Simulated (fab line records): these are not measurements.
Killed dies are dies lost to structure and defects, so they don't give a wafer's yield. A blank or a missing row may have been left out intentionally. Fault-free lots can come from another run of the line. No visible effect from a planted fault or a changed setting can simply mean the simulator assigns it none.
A struck lot beside a sound one / flow gf180mcu / 43 out of 602 route steps
Sound: wafers L106.4, L106.5, L106.6. The struck wafers were L123.1, L123.3, L123.6. Last of all comes the cause.
Each step with rows lists, per side, the tool, then ch with its chambers, then its first start. Under that, the readings that differ: sound wafers / struck wafers / difference of the means / sigmas: that difference in standard deviations of wafers without a fault.
alike: a reading whose means differ by less than 2 such deviations, as well as words and numbers matching on both sides. not compared: withheld readings; readings where some wafer has no value; bounds like >300 that might hide an equal value; numbers whose values overlap and for which the record gives no deviation.
A row with sigmas, a row that says differs or no value, or rows on one side alone: a step with any of these is where the two part. Non-overlapping numbers with no deviation appear without sigmas and do not part them. A reading missing from all wafers of one side parts the sides only when that side holds two or more wafers.

first, 1 step without rows for these wafers: GF_VT_IMPLANT_IMPLANT_08.
GF_VT_IMPLANT_STRIP_09: strips in O2/N2.
  sound on plasmaAsher-03 ch 0,1, day 5 20:56; struck on plasmaAsher-03 ch 0,1, day 10 07:19
  alike: drypumpMotorCurrentA, heaterPowerW, oesProductAu, stripTimeToEndpointS
  not compared: rfHoursCounterH
GF_VT_IMPLANT_TW_MEAS_10:
  struck on filmMetro-02, day 10 07:25; sound on filmMetro-03, day 5 21:02
reading=VT_IMPLANT_TW; sound=572 571 573; struck=556 556 557; difference=-16; sigmas=-2
then, 7 steps without rows for these wafers: GF_VT_IMPLANT_DEHYDRATE_11 (time 60 s); GF_VT_IMPLANT_HMDS_12 (prime time 60 s); GF_VT_IMPLANT_COAT_13 (resist thk 1000 nm); GF_VT_IMPLANT_SOFTBAKE_14 (time 60 s); GF_VT_IMPLANT_EXPOSE_15 (exposes mask Nwell LV AREA, target cd 860 nm); GF_VT_IMPLANT_PEB_16; GF_VT_IMPLANT_DEVELOP_17 (develop time 60 s).
GF_VT_IMPLANT_OVL_MEAS_18:
  struck on overlay-02, day 10 22:57; sound on overlay-02, day 6 12:07
  alike: VT_IMPLANT_01_OVL
following that, these wafers have no rows for 1 step: GF_VT_IMPLANT_IMPLANT_19.
GF_VT_IMPLANT_STRIP_20: strips in O2/N2.
  sound on plasmaAsher-01 ch 0,1, day 6 12:19; struck on plasmaAsher-01 ch 1, day 10 23:08
  alike: drypumpMotorCurrentA, heaterPowerW, oesProductAu, stripTimeToEndpointS
  not compared: rfHoursCounterH
GF_VT_IMPLANT_TW_MEAS_21:
  struck on filmMetro-02, day 10 23:14; sound on filmMetro-02, day 6 12:25
  alike: VT_IMPLANT_2_TW
then, 7 steps without rows for these wafers: GF_VT_IMPLANT_DEHYDRATE_22 (time 60 s); GF_VT_IMPLANT_HMDS_23 (prime time 60 s); GF_VT_IMPLANT_COAT_24 (resist thk 1000 nm); GF_VT_IMPLANT_SOFTBAKE_25 (time 60 s); GF_VT_IMPLANT_EXPOSE_26 (exposes mask LVPWELL HV AREA, target cd 860 nm); GF_VT_IMPLANT_PEB_27; GF_VT_IMPLANT_DEVELOP_28 (develop time 60 s).
GF_VT_IMPLANT_OVL_MEAS_29:
  struck on overlay-01, day 11 17:14; sound on overlay-02, day 7 03:51
  alike: VT_IMPLANT_02_OVL
following that, these wafers have no rows for 1 step: GF_VT_IMPLANT_IMPLANT_30.
GF_VT_IMPLANT_STRIP_31: strips in O2/N2.
  sound on plasmaAsher-03 ch 0,1, day 7 04:03; struck on plasmaAsher-01 ch 0,1, day 11 17:25
  alike: drypumpMotorCurrentA, heaterPowerW, oesProductAu, stripTimeToEndpointS
  not compared: rfHoursCounterH
GF_VT_IMPLANT_TW_MEAS_32:
  struck on filmMetro-03, day 11 17:31; sound on filmMetro-04, day 7 04:09
reading=VT_IMPLANT_3_TW; sound=267.7 266.9 267.0; struck=275.9 275.6 274.3; difference=+8.1; sigmas=+3
then, 7 steps without rows for these wafers: GF_VT_IMPLANT_DEHYDRATE_33 (time 60 s); GF_VT_IMPLANT_HMDS_34 (prime time 60 s); GF_VT_IMPLANT_COAT_35 (resist thk 1000 nm); GF_VT_IMPLANT_SOFTBAKE_36 (time 60 s); GF_VT_IMPLANT_EXPOSE_37 (exposes mask Nwell HV AREA, target cd 860 nm); GF_VT_IMPLANT_PEB_38; GF_VT_IMPLANT_DEVELOP_39 (develop time 60 s).
GF_VT_IMPLANT_OVL_MEAS_40:
  struck on overlay-02, day 12 12:11; sound on overlay-02, day 7 19:37
  alike: VT_IMPLANT_03_OVL
following that, these wafers have no rows for 1 step: GF_VT_IMPLANT_IMPLANT_41.
GF_VT_IMPLANT_STRIP_42: strips in O2/N2.
  sound on plasmaAsher-02 ch 0,1, day 7 19:49; struck on plasmaAsher-02 ch 0, day 12 12:22
  alike: drypumpMotorCurrentA, heaterPowerW, oesProductAu, stripTimeToEndpointS
  not compared: rfHoursCounterH
GF_VT_IMPLANT_TW_MEAS_43:
  struck on filmMetro-04, day 12 12:28; sound on filmMetro-03, day 7 19:55
  alike: VT_IMPLANT_4_TW
then, 1 step without rows for these wafers: GF_VT_IMPLANT_CLEAN_44 (cleans in SC1/SC2, time 150 s).
GF_VT_IMPLANT_RTA_45: time 30 s.
  sound on rtpAnneal-01 ch 0, day 7 20:03; struck on rtpAnneal-02 ch 0, day 12 12:35
  alike: lampPowerPct, wafer_temp_C_max
GF_VT_IMPLANT_RS_MEAS_46: the measuring method here is four-point-probe.
  struck on filmMetro-04, day 12 12:41; sound on filmMetro-01, day 7 20:10
  alike: MVSD_RS
GF_VT_IMPLANT_RS_MEAS_47: the measuring method here is four-point-probe.
  struck on filmMetro-04, day 12 12:48; sound on filmMetro-01, day 7 20:17
reading=NWELL_RS (ohm/sq); sound=489.0 490.3 489.5; struck=485.5 485.4 484.2; difference=-4.6; sigmas=-3
GF_VT_IMPLANT_RS_MEAS_48: the measuring method here is four-point-probe.
  struck on filmMetro-04, day 12 12:55; sound on filmMetro-01, day 7 20:24
  alike: LVPWELL_RS
GF_VT_IMPLANT_RS_MEAS_49: the measuring method here is four-point-probe.
  struck on filmMetro-04, day 12 13:02; sound on filmMetro-01, day 7 20:31
  alike: MVPSD_RS
-- the record jumps here: 21 days lie between the struck wafers' starts before and after (it left off in module VT_IMPLANT and takes up again in module PASSIVATION, whose first step shown is number 602 of the route) --
GF_PASSIVATION_PROBE_99:
  rows exist in the record for the struck wafers here (prober-02, day 33 22:22), but not for the sound ones

WHERE THEY PART
Earliest at GF_VT_IMPLANT_TW_MEAS_10; latest, in this record, at GF_PASSIVATION_PROBE_99.

WHY: whatever the simulator had introduced
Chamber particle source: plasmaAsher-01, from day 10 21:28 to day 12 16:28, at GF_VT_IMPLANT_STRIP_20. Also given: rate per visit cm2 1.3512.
